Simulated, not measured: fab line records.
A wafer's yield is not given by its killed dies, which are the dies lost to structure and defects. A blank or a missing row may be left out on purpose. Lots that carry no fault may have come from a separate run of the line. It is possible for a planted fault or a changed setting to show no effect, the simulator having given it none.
Which tool is to blame? / flow gf180mcu / 12 lots, 36 wafers sampled, at 5 steps of a route of 602

WHAT THE GAUGES READ, wafer by wafer
GF_V3_CD_MEAS_14 targets a cd of 260 nm. Usual: 260.1 nm for cdNm, sd 1.2.
lot=L179; measured=day 23 03:56; on=cdSem-01; cdNm (nm)=260.0 259.0 259.8; flag=
lot=L180; measured=day 23 16:10; on=cdSem-01; cdNm (nm)=260.3 260.3 260.9; flag=
lot=L182; measured=day 23 21:56; on=cdSem-02; cdNm (nm)=261.2 261.7 260.8; flag=
lot=L185; measured=day 24 14:05; on=cdSem-02; cdNm (nm)=258.6 260.6 259.9; flag=
lot=L184; measured=day 24 17:25; on=cdSem-01; cdNm (nm)=259.1 259.6 259.2; flag=
lot=L188; measured=day 25 14:08; on=cdSem-01; cdNm (nm)=262.5 262.0 260.7; flag=
lot=L186; measured=day 25 14:53; on=cdSem-02; cdNm (nm)=260.3 260.6 260.6; flag=
lot=L189; measured=day 25 21:26; on=cdSem-02; cdNm (nm)=258.7 258.4 259.1; flag=
lot=L192; measured=day 26 20:28; on=cdSem-01; cdNm (nm)=260.9 260.2 260.5; flag=
lot=L196; measured=day 28 01:38; on=cdSem-01; cdNm (nm)=260.2 260.5 259.9; flag=
lot=L198; measured=day 28 09:47; on=cdSem-01; cdNm (nm)=258.4 259.2 260.0; flag=
lot=L199; measured=day 28 19:58; on=cdSem-02; cdNm (nm)=262.0 261.9 262.1; flag=

GF_V3_RS_MEAS_24: measurement is done with a four-point probe. Usual: V3_W_RS typically reads 0.322 ohm/sq, with standard deviation 0.0052.
lot=L179; measured=day 23 04:58; on=filmMetro-03; V3_W_RS (ohm/sq)=0.332 0.329 0.319; flag=
lot=L180; measured=day 23 17:11; on=filmMetro-04; V3_W_RS (ohm/sq)=0.323 0.314 0.329; flag=
lot=L182; measured=day 23 22:59; on=filmMetro-03; V3_W_RS (ohm/sq)=0.329 0.321 0.327; flag=
lot=L185; measured=day 24 15:10; on=filmMetro-04; V3_W_RS (ohm/sq)=0.324 0.322 0.321; flag=
lot=L184; measured=day 24 18:29; on=filmMetro-03; V3_W_RS (ohm/sq)=0.317 0.318 0.328; flag=
lot=L188; measured=day 25 15:10; on=filmMetro-04; V3_W_RS (ohm/sq)=0.317 0.314 0.311; flag=
lot=L186; measured=day 25 15:55; on=filmMetro-01; V3_W_RS (ohm/sq)=0.327 0.330 0.325; flag=
lot=L189; measured=day 25 22:35; on=filmMetro-01; V3_W_RS (ohm/sq)=0.314 0.320 0.318; flag=
lot=L192; measured=day 26 21:30; on=filmMetro-04; V3_W_RS (ohm/sq)=0.321 0.325 0.324; flag=
lot=L196; measured=day 28 03:01; on=filmMetro-04; V3_W_RS (ohm/sq)=0.238 0.313 0.317; flag=OFF
lot=L198; measured=day 28 10:51; on=filmMetro-01; V3_W_RS (ohm/sq)=0.237 0.319 0.238; flag=OFF
lot=L199; measured=day 28 20:59; on=filmMetro-04; V3_W_RS (ohm/sq)=0.313 0.238 0.236; flag=OFF

GF_V3_THK_MEAS_25: measures by xrf. Usual: V3_W_THK typically reads 349 nm, with standard deviation 6.7.
lot=L179; measured=day 23 05:05; on=filmMetro-03; V3_W_THK (nm)=341 344 354; flag=
lot=L180; measured=day 23 17:18; on=filmMetro-04; V3_W_THK (nm)=355 362 349; flag=
lot=L182; measured=day 23 23:06; on=filmMetro-03; V3_W_THK (nm)=343 353 346; flag=
lot=L185; measured=day 24 15:17; on=filmMetro-04; V3_W_THK (nm)=347 347 345; flag=
lot=L184; measured=day 24 18:35; on=filmMetro-03; V3_W_THK (nm)=359 358 346; flag=
lot=L188; measured=day 25 15:17; on=filmMetro-04; V3_W_THK (nm)=356 356 360; flag=
lot=L186; measured=day 25 16:02; on=filmMetro-01; V3_W_THK (nm)=339 335 338; flag=
lot=L189; measured=day 25 22:43; on=filmMetro-01; V3_W_THK (nm)=350 345 346; flag=
lot=L192; measured=day 26 21:37; on=filmMetro-04; V3_W_THK (nm)=352 345 347; flag=
lot=L196; measured=day 28 03:07; on=filmMetro-04; V3_W_THK (nm)=468 359 352; flag=OFF
lot=L198; measured=day 28 10:58; on=filmMetro-01; V3_W_THK (nm)=461 349 459; flag=OFF
lot=L199; measured=day 28 21:06; on=filmMetro-04; V3_W_THK (nm)=359 470 471; flag=OFF

EACH LOT AND THE TOOL THAT RAN IT (in order: tool; ch and the chambers of the sampled wafers; start)
lot=L179; GF_V3_CVD_02=pecvd-02 ch 0,2, day 22 05:28; GF_V3_CVD_23=cvdW-01 ch 0,1, day 23 04:52
lot=L180; GF_V3_CVD_02=pecvd-02 ch 0,1, day 22 16:34; GF_V3_CVD_23=cvdW-01 ch 0,1, day 23 17:04
lot=L182; GF_V3_CVD_02=pecvd-02 ch 0,1, day 22 23:37; GF_V3_CVD_23=cvdW-01 ch 0,1, day 23 22:52
lot=L185; GF_V3_CVD_02=pecvd-02 ch 1,2, day 23 16:10; GF_V3_CVD_23=cvdW-02 ch 0,1, day 24 15:03
lot=L184; GF_V3_CVD_02=pecvd-04 ch 0,1,2, day 23 18:58; GF_V3_CVD_23=cvdW-01 ch 0,1, day 24 18:21
lot=L188; GF_V3_CVD_02=pecvd-03 ch 0,2, day 24 16:46; GF_V3_CVD_23=cvdW-01 ch 0,1, day 25 15:04
lot=L186; GF_V3_CVD_02=pecvd-04 ch 0,2, day 24 17:37; GF_V3_CVD_23=cvdW-02 ch 0,1, day 25 15:49
lot=L189; GF_V3_CVD_02=pecvd-03 ch 0,1,2, day 24 23:55; GF_V3_CVD_23=cvdW-01 ch 0,1, day 25 22:29
lot=L192; GF_V3_CVD_02=pecvd-02 ch 1,2, day 25 23:28; GF_V3_CVD_23=cvdW-02 ch 1, day 26 21:22
lot=L196; GF_V3_CVD_02=pecvd-04 ch 0,2, day 27 04:40; GF_V3_CVD_23=cvdW-01 ch 0,1, day 28 02:53
lot=L198; GF_V3_CVD_02=pecvd-04 ch 0,2, day 27 13:54; GF_V3_CVD_23=cvdW-01 ch 0,1, day 28 10:44
lot=L199; GF_V3_CVD_02=pecvd-04 ch 1,2, day 28 00:46; GF_V3_CVD_23=cvdW-01 ch 0,1, day 28 20:52
- GF_V3_CVD_02: deposits SiO2 from TEOS, target thk 850 nm, time 94.851 s.
- GF_V3_CVD_23: deposits W, target thk 350 nm, time 104.9 s.

WHAT THE TOOLS THEMSELVES READ (means of the sampled wafers that have a number; where no wafer has one, the mark that the record gives instead)
GF_V3_CVD_02. Usual: 595 W for heaterPowerW, sd 77.
lot=L179; tool=pecvd-02; heaterPowerW (W)=641; flag=
lot=L180; tool=pecvd-02; heaterPowerW (W)=576; flag=
lot=L182; tool=pecvd-02; heaterPowerW (W)=570; flag=
lot=L185; tool=pecvd-02; heaterPowerW (W)=622; flag=
lot=L184; tool=pecvd-04; heaterPowerW (W)=584; flag=
lot=L188; tool=pecvd-03; heaterPowerW (W)=598; flag=
lot=L186; tool=pecvd-04; heaterPowerW (W)=554; flag=
lot=L189; tool=pecvd-03; heaterPowerW (W)=586; flag=
lot=L192; tool=pecvd-02; heaterPowerW (W)=604; flag=
lot=L196; tool=pecvd-04; heaterPowerW (W)=573; flag=
lot=L198; tool=pecvd-04; heaterPowerW (W)=548; flag=
lot=L199; tool=pecvd-04; heaterPowerW (W)=510; flag=

GF_V3_CVD_23. Usual: 817 W for heaterPowerW, sd 110.
lot=L179; tool=cvdW-01; heaterPowerW (W)=766; flag=
lot=L180; tool=cvdW-01; heaterPowerW (W)=773; flag=
lot=L182; tool=cvdW-01; heaterPowerW (W)=764; flag=
lot=L185; tool=cvdW-02; heaterPowerW (W)=835; flag=
lot=L184; tool=cvdW-01; heaterPowerW (W)=849; flag=
lot=L188; tool=cvdW-01; heaterPowerW (W)=791; flag=
lot=L186; tool=cvdW-02; heaterPowerW (W)=794; flag=
lot=L189; tool=cvdW-01; heaterPowerW (W)=868; flag=
lot=L192; tool=cvdW-02; heaterPowerW (W)=885; flag=
lot=L196; tool=cvdW-01; heaterPowerW (W)=778; flag=
lot=L198; tool=cvdW-01; heaterPowerW (W)=860; flag=
lot=L199; tool=cvdW-01; heaterPowerW (W)=870; flag=

THE ANSWER, worked out from the rows above alone
Rule: lot off if the mean of its wafers having a number is beyond 3 standard deviations from the usual mean. Also off: a lot with no number at a reading for which 4 or more lots have one. Any other lot the step has rows for is counted as sound. After the gauges, taken in route order, come the tools' own readings; for these a lot's mean is taken, as printed above. At the first step where some lot is off, the reading lying furthest off is the one used; lots without a number count as furthest.
Off: L196, L198, L199, seen at GF_V3_RS_MEAS_24 (V3_W_RS).
If a tool, at a process step before that reading, ran all the lots that are off and no sound lot after the first of them, it fits. Those tools and the gauges at GF_V3_RS_MEAS_24 are tried in the same way. Can't be told from this: 2 tools fit, pecvd-04 at GF_V3_CVD_02, cvdW-01 at GF_V3_CVD_23.

WHAT THE SIMULATOR PUT IN
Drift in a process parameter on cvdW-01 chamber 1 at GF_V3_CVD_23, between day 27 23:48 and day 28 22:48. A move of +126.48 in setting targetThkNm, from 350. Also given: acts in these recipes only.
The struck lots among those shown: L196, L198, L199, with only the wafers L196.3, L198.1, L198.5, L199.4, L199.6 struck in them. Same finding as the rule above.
